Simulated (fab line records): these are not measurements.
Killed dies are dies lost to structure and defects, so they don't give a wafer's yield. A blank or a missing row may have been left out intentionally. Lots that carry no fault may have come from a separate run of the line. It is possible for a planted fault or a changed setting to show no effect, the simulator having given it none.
The same fault as seen by 2 desks + flow sky130 + each desk holds nothing but its own numbers, with what lay behind them at the end

## METROLOGY DESK
What the gauges read, lot by lot, whatever tool the lot ran on: means of the sampled wafers that have a number. Marked OUT: a lot whose mean sits more than 4 standard deviations from the usual mean, which makes it out of limits; the brackets give that distance.
Columns: A = SONOS_TUNNEL_TW at SKY_SONOS_TUNNEL_TW_MEAS_12, usual 198.5; B = GATE_OXIDE_OXIDATION_00_THK at SKY_GATE_OXIDE_THK_MEAS_02, usual 10.59 nm; C = LDD_HVN_OVL at SKY_LDD_HVN_OVL_MEAS_07, usual 0.3 nm
| lot  | first seen here | A     | B     | C              |
|------|-----------------|-------|-------|----------------|
| L391 | day 11 14:19    | 195.8 | 10.26 | 0.9            |
| L392 | day 12 00:53    | 197.3 | 10.48 | -1.0           |
| L394 | day 12 21:19    | 197.6 | 10.48 | 1.2            |
| L395 | day 13 01:44    | 197.8 | 10.65 | 1.0            |
| L402 | day 15 21:17    | 200.3 | 10.90 | 0.9            |
| L403 | day 16 01:16    | 199.4 | 10.58 | 57.9 (+48) OUT |
| L405 | day 16 10:13    | 196.3 | 10.88 | -1.9           |
| L404 | day 16 10:54    | 197.8 | 10.44 | 58.2 (+48) OUT |
| L406 | day 16 18:08    | 198.6 | 10.52 | 60.9 (+51) OUT |
| L409 | day 17 19:02    | 199.3 | 10.62 | 1.7            |
| L412 | day 18 18:17    | 196.8 | 10.57 | 1.7            |
| L413 | day 19 00:38    | 200.6 | 10.66 | -0.9           |
Finding of this desk: L403, L404, L406 out of limits, first seen on L403 at day 25 13:29 (LDD_HVN_OVL at SKY_LDD_HVN_OVL_MEAS_07). L391, L392, L394, L395, L402, L405, L409, L412, L413 stayed within limits.

## TOOL OWNER'S DESK, ilineStepper-02
The tool's own readings at SKY_LDD_HVN_EXPOSE_04 (exposes mask HVNTM, target cd 700 nm): means of the sampled wafers that have a number, for each lot that ran on this tool. Marked OUT: a lot whose mean sits more than 4 standard deviations from the usual mean, which makes it out of limits; the brackets give that distance.
Columns: A = stageVelMmS at SKY_LDD_HVN_EXPOSE_04, usual 499.98 mm/s
| lot  | first seen here | A      |
|------|-----------------|--------|
| L391 | day 19 22:10    | 499.88 |
| L392 | day 20 07:10    | 499.95 |
| L394 | day 21 10:49    | 499.85 |
| L403 | day 24 23:19    | 500.00 |
| L404 | day 25 10:10    | 500.22 |
| L406 | day 25 15:29    | 500.01 |
Result from this desk: across the 6 lots, nothing is out of limits.

## ALL TOGETHER
At day 25 13:29 the metrology desk could have sounded an alarm, on L403, L404, L406.
Nothing out of limits was seen by the tool owner's desk.
Tool owner's desk: L403, L404, L406 on record, inside its limits.
All the named lots went through SKY_LDD_HVN_EXPOSE_04 on ilineStepper-02.

## WHAT WAS PUT IN BY THE SIMULATOR
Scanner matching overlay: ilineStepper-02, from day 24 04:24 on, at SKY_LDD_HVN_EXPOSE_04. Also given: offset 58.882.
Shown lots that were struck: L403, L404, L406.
Delay in hours, fault start to first out-of-limits reading, per desk: metrology desk 33.
